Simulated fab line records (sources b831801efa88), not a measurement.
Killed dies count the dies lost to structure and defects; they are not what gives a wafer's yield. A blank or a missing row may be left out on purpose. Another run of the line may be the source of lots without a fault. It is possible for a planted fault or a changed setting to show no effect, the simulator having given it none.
Matching of chambers || flow gf180mcu || 4 sister chambers for GF_M5_ETCH_09 on rie_diel-04
The step etches Si3N4 in CF4/O2, target depth 52 nm, time 11.6 s. 14 wafers are shown with their chamber, then 7 later ones without.

## WAFERS WITH THEIR CHAMBER
{"wafer": "L225.1", "chamber": 2, "oes_product_au (a.u.)": 1.004, "throttle_valve_pct (%)": 5.951}
{"wafer": "L225.3", "chamber": 1, "oes_product_au (a.u.)": 0.990, "throttle_valve_pct (%)": 5.978}
{"wafer": "L225.4", "chamber": 3, "oes_product_au (a.u.)": 1.006, "throttle_valve_pct (%)": 5.974}
{"wafer": "L228.2", "chamber": 1, "oes_product_au (a.u.)": 0.981, "throttle_valve_pct (%)": 5.973}
{"wafer": "L228.5", "chamber": 1, "oes_product_au (a.u.)": 0.985, "throttle_valve_pct (%)": 5.962}
{"wafer": "L228.6", "chamber": 0, "oes_product_au (a.u.)": 1.008, "throttle_valve_pct (%)": 5.963}
{"wafer": "L229.1", "chamber": 0, "oes_product_au (a.u.)": 1.012, "throttle_valve_pct (%)": 5.983}
{"wafer": "L229.4", "chamber": 2, "oes_product_au (a.u.)": 1.011, "throttle_valve_pct (%)": 5.981}
{"wafer": "L229.6", "chamber": 1, "oes_product_au (a.u.)": 0.986, "throttle_valve_pct (%)": 5.953}
{"wafer": "L231.1", "chamber": 0, "oes_product_au (a.u.)": 1.006, "throttle_valve_pct (%)": 5.984}
{"wafer": "L231.2", "chamber": 2, "oes_product_au (a.u.)": 1.002, "throttle_valve_pct (%)": 5.971}
{"wafer": "L231.3", "chamber": 1, "oes_product_au (a.u.)": 0.988, "throttle_valve_pct (%)": 5.971}
{"wafer": "L233.3", "chamber": 2, "oes_product_au (a.u.)": 1.014, "throttle_valve_pct (%)": 5.977}
{"wafer": "L233.5", "chamber": 2, "oes_product_au (a.u.)": 1.008, "throttle_valve_pct (%)": 5.983}

SIGNATURES (means of the wafers above)
{"reading": "oes_product_au", "chamber 0": 1.00867, "chamber 1": 0.98600, "chamber 2": 1.00780, "chamber 3": 1.00600, "scatter within a chamber": 0.00402}
{"reading": "throttle_valve_pct", "chamber 0": 5.97667, "chamber 1": 5.96740, "chamber 2": 5.97260, "chamber 3": 5.97400, "scatter within a chamber": 0.0116}
Rule: for each reading, subtract the chamber's mean from the wafer's reading, divide by that reading's scatter and square the result; add these up over the readings and take the root, which gives the wafer's distance from the chamber. If the next closest chamber is less than 2 further off than the closest, the wafer can't be placed; otherwise it belongs to the closest. The scatter: take each reading less its chamber's mean, square it, sum over the shown wafers, divide by the number of wafers less the number of chambers, and take the root.

## WAFERS WITHOUT THEIR CHAMBER
{"wafer": "L233.6", "oes_product_au (a.u.)": 0.990, "throttle_valve_pct (%)": 5.959}
{"wafer": "L241.3", "oes_product_au (a.u.)": 0.994, "throttle_valve_pct (%)": 5.970}
{"wafer": "L241.4", "oes_product_au (a.u.)": 1.012, "throttle_valve_pct (%)": 5.976}
{"wafer": "L241.5", "oes_product_au (a.u.)": 1.014, "throttle_valve_pct (%)": 5.947}
{"wafer": "L243.1", "oes_product_au (a.u.)": 1.005, "throttle_valve_pct (%)": 5.951}
{"wafer": "L243.4", "oes_product_au (a.u.)": 0.994, "throttle_valve_pct (%)": 5.969}
{"wafer": "L243.6", "oes_product_au (a.u.)": 0.982, "throttle_valve_pct (%)": 5.969}

## CHAMBER TAKEN BY EACH
{"wafer": "L233.6", "from the rows above": 1, "in truth": 1}
{"wafer": "L241.3", "from the rows above": "can't be placed: 1 or 3 or 2 or 0", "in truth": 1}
{"wafer": "L241.4", "from the rows above": "can't be placed: 0 or 2 or 3", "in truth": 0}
{"wafer": "L241.5", "from the rows above": "can't be placed: 2 or 0 or 3", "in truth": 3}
{"wafer": "L243.1", "from the rows above": "can't be placed: 2 or 3 or 0", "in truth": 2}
{"wafer": "L243.4", "from the rows above": "can't be placed: 1 or 3 or 2 or 0", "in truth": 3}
{"wafer": "L243.6", "from the rows above": 1, "in truth": 1}
Correct placement for 2 of the 7. Can't be placed from these rows: 5 (the true chamber is among the candidates in 5). Wrongly placed: 0.
